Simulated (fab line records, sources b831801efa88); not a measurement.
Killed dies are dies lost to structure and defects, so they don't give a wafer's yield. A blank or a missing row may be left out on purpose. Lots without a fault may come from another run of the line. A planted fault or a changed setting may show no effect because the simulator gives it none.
fab line records | flow sky130
record lots=5 wafers=23
route steps=708 shown METAL1@436 VIA1@465 METAL2@487 VIA2@527 METAL3@536
start_h: hours from the record's first day to the start of the lot's first wafer shown | wait_h: hours since the lot's step before | " the same as in the row above | L1.1+2: a row that stands for several wafers | - no value, or no start given | * or withheld: withheld | < > ~ a bound
route shown NAME@n: a module of which the file shows steps, and the number in the route of the first | usual: mean/standard deviation of fault-free wafers | same: alike in all rows | chamber/n: place in a boat | sites: the reading at each site | _std_site: their standard deviation | _edge_site: outer sites' mean less inner sites' | radius_mm: how far each site lies from the wafer's centre | mask NAME#n: copy n | behind: the tool/chamber that last shaped the wafer | hold: why the lot was held/for how many hours/how that ended | device: the transistor (n, p or np) that didn't switch | end of line: the same wafers' tests at the end of the route | a step without rows: its recipe alone | killed: dies lost to structure and defects at the first sort, not the wafer's yield | map: a wafer's dies, x killed, . not, _ none there
set.NAME: the setting as run; set.NAME@STEP: as run at that earlier step | model.NAME: the simulator's own value behind a step, which no gauge read
lots whose settings were changed on purpose; a table a step, a row a wafer
## steps
# step SKY_METAL1_SPUTTER_02
# recipe material=AlCu target_thk_nm=250 power_w=10600 time_s=13.3 chamber_pressure_pa=0.4
# columns lot.wafer tool chamber start_h wait_h set.time_s model.AlCu_of_METAL1_SPUTTER_02.thk_nm
L074.1 pvd_sputter-02 - 765.58 0.0 12.53 238.6
L074.2 " - " " 12.53 237.8
L074.3 " - " " 12.53 240.2
L074.4 " - " " 13.3 252.5
L074.6 " - " " 13.3 252.2
L076.2+4 pvd_sputter-02 - 777.06 0.0 13.92 263.6
L076.3 " - " " 13.92 262.7
L076.5 " - " " 13.3 253.5
L076.6 " - " " 13.3 251
L078.1 pvd_sputter-02 - 789.86 0.0 13.3 248.6
L078.2 " - " " 13.3 249.9
L078.3 " - " " 13.3 248
L078.4 " - " " 13.3 249.5
L078.6 " - " " 13.3 249.8
L080.2 pvd_sputter-02 - 806.41 0.0 13.3 253.2
L080.4 " - " " 13.3 252.4
L080.6 " - " " 13.3 253.9
L084.1 pvd_sputter-04 - 813.14 0.0 15.27 286.7
L084.2 " - " " 13.3 248.7
L084.3 " - " " 15.27 288.7
L084.4 " - " " 13.3 251.3
L084.6 " - " " 13.3 253.7
# step SKY_METAL1_SPUTTER_03
# recipe material=Ti target_thk_nm=5 power_w=3000 time_s=3.3 chamber_pressure_pa=0.4
# step SKY_METAL1_SPUTTER_04
# recipe material=TiN target_thk_nm=70 power_w=6500 time_s=58.3 chamber_pressure_pa=0.4
# step SKY_METAL1_RS_MEAS_05
# recipe thk_meas_gauge=four-point-probe reads=TiN_of_METAL1_SPUTTER_04+Ti_of_METAL1_SPUTTER_03+AlCu_of_METAL1_SPUTTER_02+TiN_of_METAL1_SPUTTER_01+Ti_of_METAL1_SPUTTER_00
# usual METAL1_ALCU_RS=0.1258/0.0013
# columns lot.wafer tool chamber start_h wait_h set.time_s@METAL1_SPUTTER_02 METAL1_ALCU_RS[ohm/sq]
L074.1 film_metro-02 - 765.67 0.0 12.53 0.1329
L074.2 " - " " 12.53 0.1333
L074.3 " - " " 12.53 0.1320
L074.4 " - " " 13.3 0.1252
L074.6 " - " " 13.3 0.1254
L076.2 film_metro-04 - 777.17 0.0 13.92 0.1197
L076.3 " - " " 13.92 0.1205
L076.4 " - " " 13.92 0.1201
L076.5 " - " " 13.3 0.1248
L076.6 " - " " 13.3 0.1263
L078.1 film_metro-02 - 789.95 0.0 13.3 0.1277
L078.2 " - " " 13.3 0.1267
L078.3 " - " " 13.3 0.1278
L078.4 " - " " 13.3 0.1271
L078.6 " - " " 13.3 0.1266
L080.2 film_metro-02 - 806.52 0.0 13.3 0.1249
L080.4 " - " " 13.3 0.1255
L080.6 " - " " 13.3 0.1246
L084.1 film_metro-02 - 813.23 0.0 15.27 0.1101
L084.2 " - " " 13.3 0.1272
L084.3 " - " " 15.27 0.1092
L084.4 " - " " 13.3 0.1260
L084.6 " - " " 13.3 0.1247
# step SKY_METAL1_THK_MEAS_06
# recipe thk_meas_gauge=xrf reads=AlCu_of_METAL1_SPUTTER_02
# usual METAL1_ALCU_THK=255/3
# columns lot.wafer tool chamber start_h wait_h set.time_s@METAL1_SPUTTER_02 METAL1_ALCU_THK[nm]
L074.1 film_metro-02 - 765.79 0.1 12.53 243
L074.2 " - " " 12.53 242
L074.3 " - " " 12.53 241
L074.4 " - " " 13.3 255
L074.6 " - " " 13.3 256
L076.2 film_metro-04 - 777.28 0.1 13.92 269
L076.3 " - " " 13.92 269
L076.4 " - " " 13.92 269
L076.5 " - " " 13.3 259
L076.6 " - " " 13.3 256
L078.1 film_metro-02 - 790.07 0.1 13.3 251
L078.2 " - " " 13.3 253
L078.3 " - " " 13.3 253
L078.4 " - " " 13.3 251
L078.6 " - " " 13.3 252
L080.2 film_metro-02 - 806.63 0.1 13.3 257
L080.4 " - " " 13.3 256
L080.6 " - " " 13.3 256
L084.1 film_metro-02 - 813.35 0.1 15.27 291
L084.2 " - " " 13.3 252
L084.3 " - " " 15.27 293
L084.4 " - " " 13.3 254
L084.6 " - " " 13.3 258
# step SKY_METAL1_DEVELOP_14
# recipe develop_time_s=60 resist=KrF-thick dev_temp_c=21
# columns lot.wafer tool chamber start_h wait_h set.dev_temp_c
L074.1+4+6 litho_track-02 0 - - 21
L074.2+3 " 0 " " 24.62
L076.2+4+5 litho_track-03 0 - - 19.1
L076.3+6 " 0 " " 21
L078.1+3 litho_track-01 0 - - 22.83
L078.2+4+6 " 0 " " 21
L080.2+4+6 litho_track-02 0 - - 21
L084.1+2+3 litho_track-03 0 - - 21
L084.4+6 " 0 " " 17.99
# step SKY_METAL1_CD_MEAS_15
# recipe target_cd_nm=140
# usual cd_nm=139.5/1.1
# columns lot.wafer tool chamber start_h wait_h set.dev_temp_c@METAL1_DEVELOP_14 cd_nm
L074.1 cd_sem-02 - 792.33 - 21 139.1
L074.2 " - " " 24.62 135.7
L074.3 " - " " 24.62 134.1
L074.4 " - " " 21 137.9
L074.6 " - " " 21 139.4
L076.2 cd_sem-01 - 803.89 - 19.1 141.8
L076.3 " - " " 21 139.6
L076.4 " - " " 19.1 141.5
L076.5 " - " " 19.1 141.3
L076.6 " - " " 21 140.5
L078.1 cd_sem-01 - 815.79 - 22.83 139.0
L078.2 " - " " 21 141.6
L078.3 " - " " 22.83 138.3
L078.4 " - " " 21 140.8
L078.6 " - " " 21 139.6
L080.2 cd_sem-01 - 832.60 - 21 139.1
L080.4 " - " " 21 138.6
L080.6 " - " " 21 137.9
L084.1 cd_sem-02 - 839.07 - 21 139.6
L084.2 " - " " 21 140.8
L084.3 " - " " 21 138.4
L084.4 " - " " 17.99 142.1
L084.6 " - " " 17.99 141.5
# step SKY_METAL1_DESCUM_17
# recipe chemistry=O2 source_power_w=150 bias_power_w=0 pressure_mtorr=10 temp_c=40 time_s=8
# columns lot.wafer tool chamber start_h wait_h set.dev_temp_c@METAL1_DEVELOP_14 model.METAL1.cd_nm
L074.1 rie_metal-02 0 792.49 0.0 21 139.1
L074.2 " 1 " " 24.62 135.6
L074.3 " 1 " " 24.62 133.7
L074.4 " 0 " " 21 138.5
L074.6 " 1 " " 21 138.9
L076.2 rie_metal-04 0 804.03 0.0 19.1 141.3
L076.3 " 1 " " 21 139.4
L076.4 " 0 " " 19.1 141
L076.5 " 1 " " 19.1 140.8
L076.6 " 0 " " 21 139.7
L078.1 rie_metal-03 1 815.94 0.0 22.83 139
L078.2 " 0 " " 21 141.7
L078.3 " 1 " " 22.83 138.3
L078.4 " 0 " " 21 141.3
L078.6 " 0 " " 21 140.4
L080.2+4 rie_metal-04 1,0 832.74 0.0 21 138.3
L080.6 " 0 " " 21 137.1
L084.1 rie_metal-02 0 839.23 0.0 21 140.1
L084.2 " 1 " " 21 140.5
L084.3 " 1 " " 21 137.8
L084.4 " 0 " " 17.99 142.3
L084.6 " 1 " " 17.99 141
# step SKY_VIA1_COAT_07
# recipe resist=KrF-thick spin_rpm=3000 resist_thk_nm=450
# columns lot.wafer tool chamber start_h wait_h set.spin_rpm model.KrF-thick_of_VIA1_COAT_07.thk_nm
L074.1 litho_track-03 0 - - 2935 456.7
L074.2+3 " 0 " " 3000 451.5
L074.4 " 0 " " 2935 458.4
L074.6 " 0 " " 3000 452.3
L076.2 litho_track-02 0 - - 3000 451.6
L076.3 " 0 " " 2913 457.2
L076.4 " 0 " " 3000 449.9
L076.5 " 0 " " 2913 457.4
L076.6 " 0 " " 2913 457
L078.1 litho_track-02 0 - - 3162 441.8
L078.2 " 0 " " 3000 452.3
L078.3 " 0 " " 3000 452.6
L078.4 " 0 " " 3162 441.4
L078.6 " 0 " " 3000 452.7
L080.2 litho_track-03 0 - - 3000 451.5
L080.4 " 0 " " 3000 450.3
L080.6 " 0 " " 3000 450
L084.1 litho_track-03 0 - - 3000 450.4
L084.2 " 0 " " 3000 449.8
L084.3 " 0 " " 3000 450.5
L084.4 " 0 " " 3000 449.9
L084.6 " 0 " " 3000 451.5
# step SKY_VIA1_SOFTBAKE_08
# recipe temp_c=100 time_s=90 resist=KrF-thick
# step SKY_VIA1_EXPOSE_09
# recipe mask_id=VIM na=0.8 source_shape=annular sigma_inner=0.55 sigma_outer=0.85 target_cd_nm=150 dose_mj=38
# step SKY_VIA1_ETCH_14
# recipe chemistry=N2/H2 target=BARC ion_energy_ev=200 source_w=500 bias_w=100 pressure_mtorr=30 n2_flow_sccm=100 h2_flow_sccm=200 stop_on=SiO2 time_s=45.9 target_depth_a=600
# columns lot.wafer tool chamber start_h wait_h set.spin_rpm@VIA1_COAT_07 model.KrF-thick_of_VIA1_COAT_07.thk_nm
L074.1 rie_diel-01 2 820.83 0.0 2935 399.8
L074.2 " 0 " " 3000 394.6
L074.3 " 3 " " 3000 394.7
L074.4 " 1 " " 2935 401.8
L074.6 " 3 " " 3000 395.5
L076.2 rie_diel-04 3 831.29 0.0 3000 393.4
L076.3 " 1 " " 2913 399.3
L076.4 " 2 " " 3000 391.8
L076.5 " 3 " " 2913 399
L076.6 " 0 " " 2913 400.2
L078.1 rie_diel-02 0 843.34 0.0 3162 384.5
L078.2 " 2 " " 3000 394.7
L078.3 " 1 " " 3000 395.4
L078.4 " 3 " " 3162 382.6
L078.6 " 1 " " 3000 395
L080.2 rie_diel-04 0 859.53 0.0 3000 394.1
L080.4 " 1 " " 3000 392.1
L080.6 " 2 " " 3000 391.7
L084.1+6 rie_diel-04 0,3 865.93 0.0 3000 394.2
L084.2 " 1 " " 3000 392.7
L084.3 " 2 " " 3000 393.1
L084.4 " 3 " " 3000 392.8
# step SKY_VIA1_ETCH_15
# recipe target=SiO2 chemistry=C4F8/O2/Ar target_depth_nm=351 stop_on=TiN mask_material=KrF-thick source_w=1500 bias_w=1200 pressure_mtorr=40 c4f8_flow_sccm=withheld O2_flow_sccm=6 Ar_flow_sccm=300 time_s=54
# columns lot.wafer tool chamber start_h wait_h set.bias_w set.spin_rpm@VIA1_COAT_07 model.KrF-thick_of_VIA1_COAT_07.thk_nm
L074.1 rie_diel-01 2 820.87 0.0 1200 2935 330.3
L074.2+3 " 0,3 " " 1274 3000 323.1
L074.4 " 1 " " 1274 2935 331.3
L074.6 " 3 " " 1200 3000 325.4
L076.2 rie_diel-04 3 831.33 0.0 1200 3000 322.2
L076.3 " 1 " " 1107 2913 331
L076.4 " 2 " " 1200 3000 321.1
L076.5 " 3 " " 1107 2913 330.3
L076.6 " 0 " " 1200 2913 331.2
L078.1 rie_diel-02 0 843.38 0.0 1128 3162 316.4
L078.2 " 2 " " 1128 3000 326.7
L078.3 " 1 " " 1200 3000 325.9
L078.4 " 3 " " 1200 3162 311
L078.6 " 1 " " 1200 3000 325
L080.2 rie_diel-04 0 859.57 0.0 1200 3000 324.2
L080.4 " 1 " " 1200 3000 320.8
L080.6 " 2 " " 1200 3000 320.4
L084.1 rie_diel-04 0 865.97 0.0 1200 3000 324.2
L084.2 " 1 " " 1309 3000 319.9
L084.3 " 2 " " 1309 3000 319.2
L084.4 " 3 " " 1309 3000 319.6
L084.6 " 3 " " 1200 3000 322
# step SKY_VIA1_STRIP_16
# recipe chemistry=O2/N2 power_w=1400 pressure_mtorr=1500 platen_temp_c=withheld o2_flow_sccm=3000 n2_flow_sccm=300 overash_fraction=0.5
# usual strip_time_to_endpoint_s=4.470/0.023
# columns lot.wafer tool chamber start_h wait_h set.spin_rpm@VIA1_COAT_07 strip_time_to_endpoint_s
L074.1 plasma_asher-01 0 820.92 0.0 2935 4.539
L074.2 " 1 " " 3000 4.465
L074.3 " 0 " " 3000 4.457
L074.4 " 1 " " 2935 4.572
L074.6 " 1 " " 3000 4.493
L076.2 plasma_asher-03 1 831.38 0.0 3000 4.477
L076.3 " 1 " " 2913 4.539
L076.4 " 0 " " 3000 4.440
L076.5 " 0 " " 2913 4.549
L076.6 " 1 " " 2913 4.551
L078.1 plasma_asher-01 1 843.43 0.0 3162 4.393
L078.2 " 0 " " 3000 4.504
L078.3 " 1 " " 3000 4.492
L078.4 " 0 " " 3162 4.336
L078.6 " 0 " " 3000 4.468
L080.2 plasma_asher-01 0 859.62 0.0 3000 4.483
L080.4 " 0 " " 3000 4.442
L080.6 " 0 " " 3000 4.444
L084.1 plasma_asher-03 1 866.02 0.0 3000 4.496
L084.2 " 0 " " 3000 4.440
L084.3 " 0 " " 3000 4.427
L084.4 " 1 " " 3000 4.425
L084.6 " 0 " " 3000 4.439
# step SKY_VIA1_CVD_21
# recipe material=W target_thk_nm=270 time_s=80.902 temp_c=400 pressure_torr=40
# columns lot.wafer tool chamber start_h wait_h set.pressure_torr model.W_of_VIA1_CVD_21.thk_nm
L074.1 cvd_w-02 0 821.57 0.0 40 267.3
L074.2 " 1 " " 40 271.8
L074.3 " 0 " " 40 265.2
L074.4 " 1 " " 40 269.1
L074.6 " 1 " " 40 269.9
L076.2 cvd_w-01 0 832.03 0.0 38.42 264.5
L076.3 " 0 " " 38.42 265.1
L076.4 " 1 " " 38.42 262
L076.5 " 1 " " 38.42 261.1
L076.6 " 0 " " 38.42 267.1
L078.1 cvd_w-02 0 844.08 0.0 35.81 250.4
L078.2 " 1 " " 35.81 252.7
L078.3 " 0 " " 35.81 245.3
L078.4 " 1 " " 35.81 251.2
L078.6 " 1 " " 35.81 252.8
L080.2 cvd_w-02 0 860.27 0.0 40 267.1
L080.4+6 " 0 " " 40 265
L084.1 cvd_w-02 0 866.67 0.0 40 264.9
L084.2 " 1 " " 40 263.1
L084.3 " 0 " " 40 262.4
L084.4 " 1 " " 40 267.8
L084.6 " 0 " " 40 267.9
# step SKY_METAL2_SPUTTER_04
# recipe material=TiN target_thk_nm=70 power_w=6500 time_s=58.3 chamber_pressure_pa=0.4
# columns lot.wafer tool chamber start_h wait_h set.time_s model.TiN_of_METAL2_SPUTTER_04.thk_nm
L074.1 pvd_sputter-01 - 822.24 0.0 58.3 69.45
L074.2 " - " " 58.3 69.8
L074.3 " - " " 58.3 70.59
L074.4 " - " " 58.3 69.95
L074.6 " - " " 58.3 70.93
L076.2 pvd_sputter-03 - 832.69 0.0 58.3 69.06
L076.3 " - " " 58.3 69.68
L076.4 " - " " 66.02 79.01
L076.5 " - " " 58.3 68.77
L076.6 " - " " 66.02 78.87
L078.1 pvd_sputter-01 - 844.74 0.0 58.3 70.03
L078.2 " - " " 58.3 69.75
L078.3 " - " " 58.3 70.95
L078.4 " - " " 50.14 59.55
L078.6 " - " " 50.14 60.69
L080.2 pvd_sputter-02 - 860.94 0.0 58.3 69.34
L080.4 " - " " 58.3 70.23
L080.6 " - " " 58.3 69.97
L084.1 pvd_sputter-01 - 867.34 0.0 58.3 70.47
L084.2 " - " " 63.28 77.64
L084.3 " - " " 58.3 70.88
L084.4 " - " " 63.28 76.61
L084.6 " - " " 58.3 70.27
# step SKY_METAL2_METAL_ETCH_19
# recipe target_depth_a=3600 stop_on=SiO2 over_etch_frac=0.3 time_s=78 chemistry=Cl2/BCl3 resist_sidewall_deg=88 pressure_mtorr=10 icp_w=900 bias_w=48.5 Cl2_flow_sccm=60 bcl3_flow_sccm=30
# usual oes_product_au=0.855/0.006
# columns lot.wafer tool chamber start_h wait_h set.over_etch_frac oes_product_au model.KrF-thick_of_METAL2_COAT_10.thk_nm
L074.1 rie_metal-04 0 848.39 0.0 0.3 0.858 157.4
L074.2 " 1 " " 0.3 0.856 157.7
L074.3 " 0 " " 0.2306 0.887 170.1
L074.4 " 1 " " 0.2306 0.885 170.4
L074.6 " 1 " " 0.2306 0.893 168.3
L076.2 rie_metal-03 0 858.68 0.1 0.2104 0.889 181.5
L076.3 " 0 " " 0.3 0.851 164
L076.4 " 0 " " 0.3 0.853 -
L076.5 " 0 " " 0.2104 0.887 182.7
L076.6 " 0 " " 0.3 0.838 -
L078.1 rie_metal-01 0 870.36 0.0 0.3 0.853 155
L078.2 " 1 " " 0.2259 0.887 169.1
L078.3 " 0 " " 0.3 0.856 153.4
L078.4 " 1 " " 0.3 0.868 -
L078.6 " 0 " " 0.2259 0.903 -
L080.2 rie_metal-04 0 886.55 0.0 0.3 0.852 155.2
L080.4 " 0 " " 0.3 0.861 156.7
L080.6 " 0 " " 0.3 0.860 155
L084.1 rie_metal-03 0 892.94 0.0 0.3 0.850 164.6
L084.2 " 1 " " 0.3 0.858 -
L084.3 " 1 " " 0.3 0.857 152.1
L084.4 " 0 " " 0.3 0.858 -
L084.6 " 1 " " 0.3 0.845 153.5
# step SKY_METAL2_STRIP_20
# recipe chemistry=O2/N2 power_w=1400 pressure_mtorr=1500 platen_temp_c=withheld o2_flow_sccm=3000 n2_flow_sccm=300 overash_fraction=0.5
# usual strip_time_to_endpoint_s=2.69/0.048
# columns lot.wafer tool chamber start_h wait_h set.over_etch_frac@METAL2_METAL_ETCH_19 strip_time_to_endpoint_s
L074.1 plasma_asher-03 1 848.48 0.1 0.3 2.69
L074.2 " 0 " " 0.3 2.69
L074.3 " 1 " " 0.2306 2.81
L074.4 " 0 " " 0.2306 2.81
L074.6 " 1 " " 0.2306 2.80
L076.2 plasma_asher-04 1 858.83 0.1 0.2104 2.94
L076.3 " 1 " " 0.3 2.75
L076.4 " 0 " " 0.3 2.78
L076.5 " 1 " " 0.2104 2.96
L076.6 " 0 " " 0.3 2.77
L078.1 plasma_asher-02 0 870.45 0.1 0.3 2.66
L078.2 " 1 " " 0.2259 2.79
L078.3 " 0 " " 0.3 2.62
L078.4 " 1 " " 0.3 2.65
L078.6 " 1 " " 0.2259 2.81
L080.2 plasma_asher-04 0 886.64 0.1 0.3 2.66
L080.4 " 0 " " 0.3 2.66
L080.6 " 1 " " 0.3 2.65
L084.1 plasma_asher-03 0 893.03 0.1 0.3 2.77
L084.2 " 1 " " 0.3 2.65
L084.3 " 1 " " 0.3 2.63
L084.4 " 0 " " 0.3 2.75
L084.6 " 0 " " 0.3 2.64
# step SKY_VIA2_SPUTTER_20
# recipe material=TiN target_thk_nm=20 chamber_pressure_pa=5 power_w=4000 time_s=80
# columns lot.wafer tool chamber start_h wait_h set.chamber_pressure_pa model.TiN_of_VIA2_SPUTTER_20.thk_nm
L074.1 pvd_sputter-01 - 875.36 0.0 5 20.06
L074.2 " - " " 5 19.89
L074.3 " - " " 5 19.9
L074.4 " - " " 5 19.79
L074.6 " - " " 5 19.81
L076.2 pvd_sputter-01 - 886.55 0.0 4.395 21.85
L076.3 " - " " 4.395 21.94
L076.4 " - " " 4.395 22.21
L076.5 " - " " 4.395 22.13
L076.6 " - " " 4.395 21.77
L078.1 pvd_sputter-03 - 897.42 0.0 4.631 21.49
L078.2 " - " " 4.631 21.42
L078.3 " - " " 4.631 21.59
L078.4 " - " " 4.631 21.46
L078.6 " - " " 4.631 21.36
L080.2 pvd_sputter-03 - 913.61 0.0 5 19.81
L080.4 " - " " 5 19.88
L080.6 " - " " 5 19.72
L084.1 pvd_sputter-03 - 920.00 0.0 5.472 18.64
L084.2 " - " " 5.472 18.58
L084.3 " - " " 5.472 18.46
L084.4 " - " " 5.472 18.48
L084.6 " - " " 5.472 18.52
# step SKY_METAL3_SPUTTER_04
# recipe material=TiN target_thk_nm=70 power_w=6500 time_s=58.3 chamber_pressure_pa=0.4
# columns lot.wafer tool chamber start_h wait_h set.chamber_pressure_pa model.TiN_of_METAL3_SPUTTER_04.thk_nm
L074.1 pvd_sputter-04 - 876.14 0.0 0.3447 72.45
L074.2 " - " " 0.3447 72.53
L074.3 " - " " 0.3447 72.44
L074.4 " - " " 0.3447 71.54
L074.6 " - " " 0.3447 71.52
L076.2 pvd_sputter-01 - 887.33 0.0 0.4 69.72
L076.3 " - " " 0.4 69.63
L076.4 " - " " 0.4 69.47
L076.5 " - " " 0.4 69.31
L076.6 " - " " 0.4 69.59
L078.1 pvd_sputter-02 - 898.20 0.0 0.4406 68.97
L078.2 " - " " 0.4406 67.86
L078.3 " - " " 0.4406 68.26
L078.4 " - " " 0.4406 68.85
L078.6 " - " " 0.4406 68.83
L080.2 pvd_sputter-02 - 914.39 0.0 0.4 70.6
L080.4 " - " " 0.4 70.44
L080.6 " - " " 0.4 69.38
L084.1 pvd_sputter-02 - 920.77 0.0 0.4 70.05
L084.2 " - " " 0.4 69.44
L084.3 " - " " 0.4 69.45
L084.4 " - " " 0.4 69.42
L084.6 " - " " 0.4 69.1
## key
split step=SKY_METAL1_SPUTTER_02 setting=time_s stated=13.3 by=wafer
response step=SKY_METAL1_SPUTTER_02 reading=model.AlCu_of_METAL1_SPUTTER_02.thk_nm change=+2.44 per=1% r=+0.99
response step=SKY_METAL1_RS_MEAS_05 reading=METAL1_ALCU_RS change=-0.00113 per=1% r=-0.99
response step=SKY_METAL1_THK_MEAS_06 reading=METAL1_ALCU_THK change=+2.49 per=1% r=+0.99
split step=SKY_METAL1_DEVELOP_14 setting=dev_temp_c stated=21 by=wafer
response step=SKY_METAL1_CD_MEAS_15 reading=cd_nm change=-0.196 per=1% r=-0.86
response step=SKY_METAL1_DESCUM_17 reading=model.METAL1.cd_nm change=-0.21 per=1% r=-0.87
split step=SKY_VIA1_COAT_07 setting=spin_rpm stated=3000 by=wafer
response step=SKY_VIA1_COAT_07 reading=model.KrF-thick_of_VIA1_COAT_07.thk_nm change=-2.14 per=1% r=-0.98
response step=SKY_VIA1_ETCH_14 reading=model.KrF-thick_of_VIA1_COAT_07.thk_nm change=-2.25 per=1% r=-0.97
response step=SKY_VIA1_ETCH_15 reading=model.KrF-thick_of_VIA1_COAT_07.thk_nm change=-2.54 per=1% r=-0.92
response step=SKY_VIA1_STRIP_16 reading=strip_time_to_endpoint_s change=* per=1% r=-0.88
split step=SKY_VIA1_ETCH_15 setting=bias_w stated=1200 by=wafer
response none clear
split step=SKY_VIA1_CVD_21 setting=pressure_torr stated=40 by=lot
response step=SKY_VIA1_CVD_21 reading=model.W_of_VIA1_CVD_21.thk_nm change=+1.51 per=1% r=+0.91
split step=SKY_METAL2_SPUTTER_04 setting=time_s stated=58.3 by=wafer
response step=SKY_METAL2_SPUTTER_04 reading=model.TiN_of_METAL2_SPUTTER_04.thk_nm change=+0.737 per=1% r=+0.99
split step=SKY_METAL2_METAL_ETCH_19 setting=over_etch_frac stated=0.3 by=wafer
response step=SKY_METAL2_METAL_ETCH_19 reading=oes_product_au change=-0.0014 per=1% r=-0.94
response step=SKY_METAL2_METAL_ETCH_19 reading=model.KrF-thick_of_METAL2_COAT_10.thk_nm change=-0.572 per=1% r=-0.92
response step=SKY_METAL2_STRIP_20 reading=strip_time_to_endpoint_s change=* per=1% r=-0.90
split step=SKY_VIA2_SPUTTER_20 setting=chamber_pressure_pa stated=5 by=lot
response step=SKY_VIA2_SPUTTER_20 reading=model.TiN_of_VIA2_SPUTTER_20.thk_nm change=-0.167 per=1% r=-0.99
split step=SKY_METAL3_SPUTTER_04 setting=chamber_pressure_pa stated=0.4 by=lot
response step=SKY_METAL3_SPUTTER_04 reading=model.TiN_of_METAL3_SPUTTER_04.thk_nm change=-0.151 per=1% r=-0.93
